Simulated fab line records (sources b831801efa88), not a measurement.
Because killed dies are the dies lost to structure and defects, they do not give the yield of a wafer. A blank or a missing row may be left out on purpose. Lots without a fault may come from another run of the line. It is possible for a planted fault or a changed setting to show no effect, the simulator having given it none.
A struck lot beside a sound one | flow sfq line | 37 out of 325 route steps
Sound: these wafers, L280.1, L280.2, L280.4. The struck wafers were L284.1, L284.2, L284.5. The cause is named last.
Each step with rows lists, per side, the tool, then ch with its chambers, then its first start. Under that, the readings that differ: sound wafers | struck wafers | difference of the means | sigmas: that difference in standard deviations of wafers without a fault.
alike: same words and numbers on both sides, and readings whose means sit less than 2 such deviations apart. not compared: any withheld reading, any reading some wafer has no value for, any bound like >300 that may hide the same value, and any number with overlapping values for which the record gives no deviation.
The two part at a step that has a row with sigmas, a row that says differs or no value, or rows on one side only. Non-overlapping numbers with no deviation appear without sigmas and do not part them. Lack of a reading on every wafer of one side parts them only where that side has two or more wafers.

SFQ_R5_THK_MEAS_934: measures by xrf.
  struck on film metro-01, day 59 12:33; sound on film metro-02, day 57 23:06
  alike: R5_MONX_THK
then, 6 steps without rows for these wafers: SFQ_TRILAYER_R5_LITHO_COAT_141 (resist thk 62 nm); SFQ_TRILAYER_R5_LITHO_COAT_136 (resist thk 600 nm); SFQ_TRILAYER_R5_LITHO_SOFTBAKE_140; SFQ_TRILAYER_R5_LITHO_EXPOSE_137 (exposes mask R5, target cd 500 nm); SFQ_TRILAYER_R5_LITHO_PEB_139 (peb time 60 s); SFQ_TRILAYER_R5_LITHO_DEVELOP_138 (time 60 s).
-- the record jumps here: 5 days lie between the struck wafers' starts before and after --
SFQ_R5_OVL_MEAS_935:
  struck on overlay-02, day 64 23:19; sound on overlay-02, day 63 11:19
  alike: R5_OVL
then, 2 steps without rows for these wafers: SFQ_TRILAYER_R5_BARC_OPEN_METAL_ETCH_177 (etches BARC in O2, target depth 125 nm, time 41.7 s); SFQ_TRILAYER_R5_ETCH_METAL_ETCH_139 (etches the open film in Cl2, stops on SiO2, target depth 60 nm, time 40 s).
SFQ_TRILAYER_R5_STRIP_STRIP_140: strips in O2.
  sound on rie metal-04 ch 0,1, day 63 11:29; struck on rie metal-01 ch 0,1, day 64 23:29
  reading                     | sound          | struck         | difference | sigmas
  drypump motor current A (A) | 5.30 5.06 5.10 | 5.81 5.35 5.83 | +0.51      | +2
  alike: chamber pressure mTorr, oes product au, platen temp c
  not compared: rf hours counter h
then, 1 step without rows for these wafers: SFQ_TRILAYER_R5_STRIP_SOLV_CLEAN_141 (cleans in NMP, time 600 s).
SFQ_TRILAYER_A5C_DEP_PECVD_142: deposits SiO2 from SiH4/N2O, time 15.556 s, target thk 70 nm.
  sound on pecvd-04 ch 0,1, day 63 12:15; struck on pecvd-01 ch 0,1,2, day 65 00:27
  alike: heater power w, showerhead vpp V, throttle valve pct
then, 6 steps without rows for these wafers: SFQ_TRILAYER_I5_LITHO_COAT_149 (resist thk 62 nm); SFQ_TRILAYER_I5_LITHO_COAT_144 (resist thk 650 nm); SFQ_TRILAYER_I5_LITHO_SOFTBAKE_148; SFQ_TRILAYER_I5_LITHO_EXPOSE_145 (exposes mask I5, target cd 700 nm); SFQ_TRILAYER_I5_LITHO_PEB_147 (peb time 60 s); SFQ_TRILAYER_I5_LITHO_DEVELOP_146 (time 60 s).
-- the record jumps here: 5 days lie between the struck wafers' starts before and after --
SFQ_I5_OVL_MEAS_936:
  struck on overlay-01, day 69 13:56; sound on overlay-01, day 68 11:32
  alike: I5_OVL
SFQ_TRILAYER_I5_BARC_OPEN_VIA_ETCH_200: etches BARC in O2, target depth 125 nm, time 41.7 s.
  sound on rie diel-01 ch 1,2, day 68 11:34; struck on rie diel-04 ch 0,1,3, day 69 13:58
  alike: bias w, chamber pressure mTorr, drypump motor current A, oes product au
  not compared: rf hours counter h
SFQ_TRILAYER_I5_ETCH_VIA_ETCH_147: etches the open film in CHF3, stops on Nb, target depth 360 nm.
  sound on rie diel-01 ch 1,2, day 68 11:37; struck on rie diel-04 ch 0,1,3, day 69 14:01
  alike: bias w, chamber pressure mTorr, drypump motor current A, oes product au
then, 8 steps without rows for these wafers: SFQ_TRILAYER_I5_STRIP_STRIP_148 (strips in O2); SFQ_TRILAYER_I5_STRIP_SOLV_CLEAN_149 (cleans in NMP, time 600 s); SFQ_TRILAYER_C5_LITHO_COAT_156 (resist thk 62 nm); SFQ_TRILAYER_C5_LITHO_COAT_151 (resist thk 650 nm); SFQ_TRILAYER_C5_LITHO_SOFTBAKE_155; SFQ_TRILAYER_C5_LITHO_EXPOSE_152 (exposes mask C5, target cd 500 nm); SFQ_TRILAYER_C5_LITHO_PEB_154 (peb time 60 s); SFQ_TRILAYER_C5_LITHO_DEVELOP_153 (time 60 s).
-- the record jumps here: 5 days lie between the struck wafers' starts before and after --
SFQ_C5_OVL_MEAS_937:
  struck on overlay-01, day 74 02:22; sound on overlay-01, day 73 10:46
  alike: C5_OVL
SFQ_TRILAYER_C5_BARC_OPEN_VIA_ETCH_210: etches BARC in O2, target depth 125 nm, time 41.7 s.
  sound on rie diel-03 ch 0,1,3, day 73 10:48; struck on rie diel-03 ch 1,2, day 74 02:24
  alike: bias w, chamber pressure mTorr, drypump motor current A, oes product au
  not compared: rf hours counter h
SFQ_TRILAYER_C5_ETCH_VIA_ETCH_154: etches SiO2 in CHF3, stops on Nb, target depth 84 nm.
  sound on rie diel-03 ch 0,1,3, day 73 10:50; struck on rie diel-03 ch 1,2, day 74 02:26
  reading                        | sound             | struck            | difference | sigmas
  oes product au (a.u.)          | 0.884 0.909 0.900 | 0.982 0.993 0.986 | +0.089     | +10
  model.etch.depth nm (nm)       | 69.52 70.62 70.54 | 81.92 83.34 82.16 | +12.25     |
  model.C5.feature depth nm (nm) | 69.52 70.62 70.54 | 81.92 83.34 82.16 | +12.25     |
  alike: bias w, chamber pressure mTorr, drypump motor current A
then, 2 steps without rows for these wafers: SFQ_TRILAYER_C5_STRIP_STRIP_155 (strips in O2); SFQ_TRILAYER_C5_STRIP_SOLV_CLEAN_156 (cleans in NMP, time 600 s).
SFQ_TRILAYER_M6_DEP_PRE_CLEAN_158: time 22.5 s.
  struck on pvd sputter-03, day 74 03:16; sound on pvd sputter-05, day 73 11:40
  reading                                              | sound             | struck          | difference | sigmas
  model.SiO2_of_TRILAYER_A5C_DEP_PECVD_142.thk nm (nm) | 62.03 63.12 63.04 | 132 130.7 133.7 | +69        |
  alike: bias v
SFQ_TRILAYER_M6_DEP_SPUTTER_157: material Nb, target thk 200 nm, time 133.3 s.
  struck on pvd sputter-03, day 74 03:17; sound on pvd sputter-05, day 73 11:41
  alike: throttle valve pct

## WHERE THEY PART
Earliest at SFQ_TRILAYER_R5_STRIP_STRIP_140; latest, in this record, at SFQ_TRILAYER_C5_ETCH_VIA_ETCH_154. Later steps at which nothing parts them and some readings are alike: SFQ_TRILAYER_M6_DEP_PRE_CLEAN_158, SFQ_TRILAYER_M6_DEP_SPUTTER_157.

WHY: the cause the simulator had injected
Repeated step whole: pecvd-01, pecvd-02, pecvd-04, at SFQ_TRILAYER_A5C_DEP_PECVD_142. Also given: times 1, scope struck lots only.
